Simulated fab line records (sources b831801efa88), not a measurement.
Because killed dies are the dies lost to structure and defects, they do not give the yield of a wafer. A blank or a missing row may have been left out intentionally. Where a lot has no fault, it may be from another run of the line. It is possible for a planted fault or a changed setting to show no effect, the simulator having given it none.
Commonality check across tools || flow sky130 || Sampled: 13 lots, 39 wafers

## WHY THIS WAS OPENED
3 of 13 lots carry a flag on the reading LOCAL_INTERCONNECT_OVL at SKY_LOCAL_INTERCONNECT_OVL_MEAS_12. Wafers without a fault read 2 nm, standard deviation 5.8.
Rule: a lot is flagged when every wafer of it that has a number lies more than 4 standard deviations from that mean, or none has a number. All remaining lots are regarded as sound.

{"lot": "L485", "measured": "day 30 15:52", "on": "overlay-01", "LOCAL_INTERCONNECT_OVL (nm), wafer by wafer": "-2 7 2", "flag": ""}
{"lot": "L486", "measured": "day 30 23:24", "on": "overlay-02", "LOCAL_INTERCONNECT_OVL (nm), wafer by wafer": "5 1 4", "flag": ""}
{"lot": "L487", "measured": "day 31 10:47", "on": "overlay-01", "LOCAL_INTERCONNECT_OVL (nm), wafer by wafer": "-9 -6 1", "flag": ""}
{"lot": "L488", "measured": "day 31 18:17", "on": "overlay-01", "LOCAL_INTERCONNECT_OVL (nm), wafer by wafer": "68 69 72", "flag": "FLAGGED"}
{"lot": "L489", "measured": "day 31 19:17", "on": "overlay-01", "LOCAL_INTERCONNECT_OVL (nm), wafer by wafer": "-6 -6 3", "flag": ""}
{"lot": "L490", "measured": "day 31 22:45", "on": "overlay-02", "LOCAL_INTERCONNECT_OVL (nm), wafer by wafer": "69 75 72", "flag": "FLAGGED"}
{"lot": "L491", "measured": "day 32 15:04", "on": "overlay-01", "LOCAL_INTERCONNECT_OVL (nm), wafer by wafer": "74 74 67", "flag": "FLAGGED"}
{"lot": "L492", "measured": "day 32 21:32", "on": "overlay-01", "LOCAL_INTERCONNECT_OVL (nm), wafer by wafer": "6 8 7", "flag": ""}
{"lot": "L496", "measured": "day 33 21:37", "on": "overlay-02", "LOCAL_INTERCONNECT_OVL (nm), wafer by wafer": "-5 -3 -1", "flag": ""}
{"lot": "L497", "measured": "day 34 10:06", "on": "overlay-02", "LOCAL_INTERCONNECT_OVL (nm), wafer by wafer": "3 5 15", "flag": ""}
{"lot": "L503", "measured": "day 36 13:31", "on": "overlay-02", "LOCAL_INTERCONNECT_OVL (nm), wafer by wafer": "9 6 4", "flag": ""}
{"lot": "L504", "measured": "day 36 20:26", "on": "overlay-02", "LOCAL_INTERCONNECT_OVL (nm), wafer by wafer": "16 9 13", "flag": ""}
{"lot": "L506", "measured": "day 37 02:11", "on": "overlay-01", "LOCAL_INTERCONNECT_OVL (nm), wafer by wafer": "6 5 11", "flag": ""}
The mean of the flagged lots' numbers is 71 nm, +69 nm from the usual (+12 standard deviations).

## WHICH TOOL EACH LOT WENT THROUGH
Before the reading, the record contains 3 process steps out of a 708-step route. Every cell lists first the tool, next ch and the chambers used by the sampled wafers, and last the start.
{"lot": "L485", "flag": "", "SKY_LI_CONTACT_ETCH_15": "rie-diel-01 ch 2,3, day 29 09:59", "SKY_LI_CONTACT_CVD_21": "cvd-w-01 ch 0,1, day 29 10:31", "SKY_LOCAL_INTERCONNECT_EXPOSE_08": "krf-scanner-01 ch 0, day 30 01:32"}
{"lot": "L486", "flag": "", "SKY_LI_CONTACT_ETCH_15": "rie-diel-03 ch 1,2,3, day 29 18:02", "SKY_LI_CONTACT_CVD_21": "cvd-w-01 ch 0,1, day 29 18:35", "SKY_LOCAL_INTERCONNECT_EXPOSE_08": "krf-scanner-02 ch 0, day 30 09:28"}
{"lot": "L487", "flag": "", "SKY_LI_CONTACT_ETCH_15": "rie-diel-03 ch 0,2,3, day 30 06:01", "SKY_LI_CONTACT_CVD_21": "cvd-w-02 ch 0,1, day 30 06:35", "SKY_LOCAL_INTERCONNECT_EXPOSE_08": "krf-scanner-02 ch 0, day 30 20:56"}
{"lot": "L488", "flag": "FLAGGED", "SKY_LI_CONTACT_ETCH_15": "rie-diel-03 ch 0,2,3, day 30 13:46", "SKY_LI_CONTACT_CVD_21": "cvd-w-02 ch 0,1, day 30 14:17", "SKY_LOCAL_INTERCONNECT_EXPOSE_08": "krf-scanner-02 ch 0, day 31 04:08"}
{"lot": "L489", "flag": "", "SKY_LI_CONTACT_ETCH_15": "rie-diel-02 ch 1,2,3, day 30 14:19", "SKY_LI_CONTACT_CVD_21": "cvd-w-01 ch 0,1, day 30 14:59", "SKY_LOCAL_INTERCONNECT_EXPOSE_08": "krf-scanner-01 ch 0, day 31 05:52"}
{"lot": "L490", "flag": "FLAGGED", "SKY_LI_CONTACT_ETCH_15": "rie-diel-03 ch 2,3, day 30 17:37", "SKY_LI_CONTACT_CVD_21": "cvd-w-02 ch 0,1, day 30 18:08", "SKY_LOCAL_INTERCONNECT_EXPOSE_08": "krf-scanner-02 ch 0, day 31 08:44"}
{"lot": "L491", "flag": "FLAGGED", "SKY_LI_CONTACT_ETCH_15": "rie-diel-01 ch 0,2,3, day 31 10:31", "SKY_LI_CONTACT_CVD_21": "cvd-w-01 ch 0, day 31 11:02", "SKY_LOCAL_INTERCONNECT_EXPOSE_08": "krf-scanner-02 ch 0, day 32 01:44"}
{"lot": "L492", "flag": "", "SKY_LI_CONTACT_ETCH_15": "rie-diel-02 ch 0,1, day 31 16:43", "SKY_LI_CONTACT_CVD_21": "cvd-w-02 ch 0,1, day 31 17:16", "SKY_LOCAL_INTERCONNECT_EXPOSE_08": "krf-scanner-01 ch 0, day 32 07:44"}
{"lot": "L496", "flag": "", "SKY_LI_CONTACT_ETCH_15": "rie-diel-02 ch 1,2,3, day 32 17:02", "SKY_LI_CONTACT_CVD_21": "cvd-w-02 ch 0,1, day 32 17:34", "SKY_LOCAL_INTERCONNECT_EXPOSE_08": "krf-scanner-01 ch 0, day 33 08:56"}
{"lot": "L497", "flag": "", "SKY_LI_CONTACT_ETCH_15": "rie-diel-01 ch 2,3, day 33 05:55", "SKY_LI_CONTACT_CVD_21": "cvd-w-02 ch 0,1, day 33 06:26", "SKY_LOCAL_INTERCONNECT_EXPOSE_08": "krf-scanner-01 ch 0, day 33 20:37"}
{"lot": "L503", "flag": "", "SKY_LI_CONTACT_ETCH_15": "rie-diel-02 ch 1,2, day 35 09:46", "SKY_LI_CONTACT_CVD_21": "cvd-w-01 ch 0,1, day 35 10:17", "SKY_LOCAL_INTERCONNECT_EXPOSE_08": "krf-scanner-01 ch 0, day 36 00:29"}
{"lot": "L504", "flag": "", "SKY_LI_CONTACT_ETCH_15": "rie-diel-03 ch 0,1, day 35 17:04", "SKY_LI_CONTACT_CVD_21": "cvd-w-01 ch 0,1, day 35 17:35", "SKY_LOCAL_INTERCONNECT_EXPOSE_08": "krf-scanner-01 ch 0, day 36 07:12"}
{"lot": "L506", "flag": "", "SKY_LI_CONTACT_ETCH_15": "rie-diel-01 ch 1,2, day 35 23:10", "SKY_LI_CONTACT_CVD_21": "cvd-w-01 ch 0,1, day 35 23:43", "SKY_LOCAL_INTERCONNECT_EXPOSE_08": "krf-scanner-01 ch 0, day 36 13:44"}
What these steps do:
- SKY_LI_CONTACT_ETCH_15: etches PSG in C4F8/O2/Ar, stops on Si, target depth 600 nm.
- SKY_LI_CONTACT_CVD_21: deposits W, target thk 400 nm, time 120.56 s.
- SKY_LOCAL_INTERCONNECT_EXPOSE_08: exposes mask LI1M, target cd 170 nm.
- SKY_LOCAL_INTERCONNECT_OVL_MEAS_12

## FLAGGED OVER TOTAL, TOOL BY TOOL (the gauges that took the reading come last)
{"step": "SKY_LI_CONTACT_ETCH_15", "tool": "rie-diel-01", "lots run": 4, "flagged": 1, "share of the flagged lots": "some", "sound lots run after its first flagged lot": "2 (L497,L506)"}
{"step": "SKY_LI_CONTACT_ETCH_15", "tool": "rie-diel-02", "lots run": 4, "flagged": 0, "share of the flagged lots": "none", "sound lots run after its first flagged lot": "-"}
{"step": "SKY_LI_CONTACT_ETCH_15", "tool": "rie-diel-03", "lots run": 5, "flagged": 2, "share of the flagged lots": "some", "sound lots run after its first flagged lot": "1 (L504)"}
{"step": "SKY_LI_CONTACT_CVD_21", "tool": "cvd-w-01", "lots run": 7, "flagged": 1, "share of the flagged lots": "some", "sound lots run after its first flagged lot": "3 (L503,L504,L506)"}
{"step": "SKY_LI_CONTACT_CVD_21", "tool": "cvd-w-02", "lots run": 6, "flagged": 2, "share of the flagged lots": "some", "sound lots run after its first flagged lot": "3 (L492,L496,L497)"}
{"step": "SKY_LOCAL_INTERCONNECT_EXPOSE_08", "tool": "krf-scanner-01", "lots run": 8, "flagged": 0, "share of the flagged lots": "none", "sound lots run after its first flagged lot": "-"}
{"step": "SKY_LOCAL_INTERCONNECT_EXPOSE_08", "tool": "krf-scanner-02", "lots run": 5, "flagged": 3, "share of the flagged lots": "all", "sound lots run after its first flagged lot": 0}
{"step": "SKY_LOCAL_INTERCONNECT_OVL_MEAS_12", "tool": "overlay-01", "lots run": 7, "flagged": 2, "share of the flagged lots": "some", "sound lots run after its first flagged lot": "3 (L489,L492,L506)"}
{"step": "SKY_LOCAL_INTERCONNECT_OVL_MEAS_12", "tool": "overlay-02", "lots run": 6, "flagged": 1, "share of the flagged lots": "some", "sound lots run after its first flagged lot": "4 (L496,L497,L503,L504)"}

## WHAT IS ALLOWED BY THE TABLE
Rows of the table that ran each flagged lot: 1, that is krf-scanner-02 at SKY_LOCAL_INTERCONNECT_EXPOSE_08.
- krf-scanner-02 at SKY_LOCAL_INTERCONNECT_EXPOSE_08 ran 5 lots, 3 of them flagged. Last sound lot L487 at day 30 20:56, first flagged lot L488 at day 31 04:08; a fault beginning in between fits.
krf-scanner-02 at SKY_LOCAL_INTERCONNECT_EXPOSE_08 is the single tool remaining.

## WHAT THE SIMULATOR HAD INSERTED
Scanner matching overlay: krf-scanner-02, from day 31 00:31 on, at SKY_LOCAL_INTERCONNECT_EXPOSE_08. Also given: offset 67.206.
Shown lots that were struck: L488, L490, L491. The rule above reached the same finding.
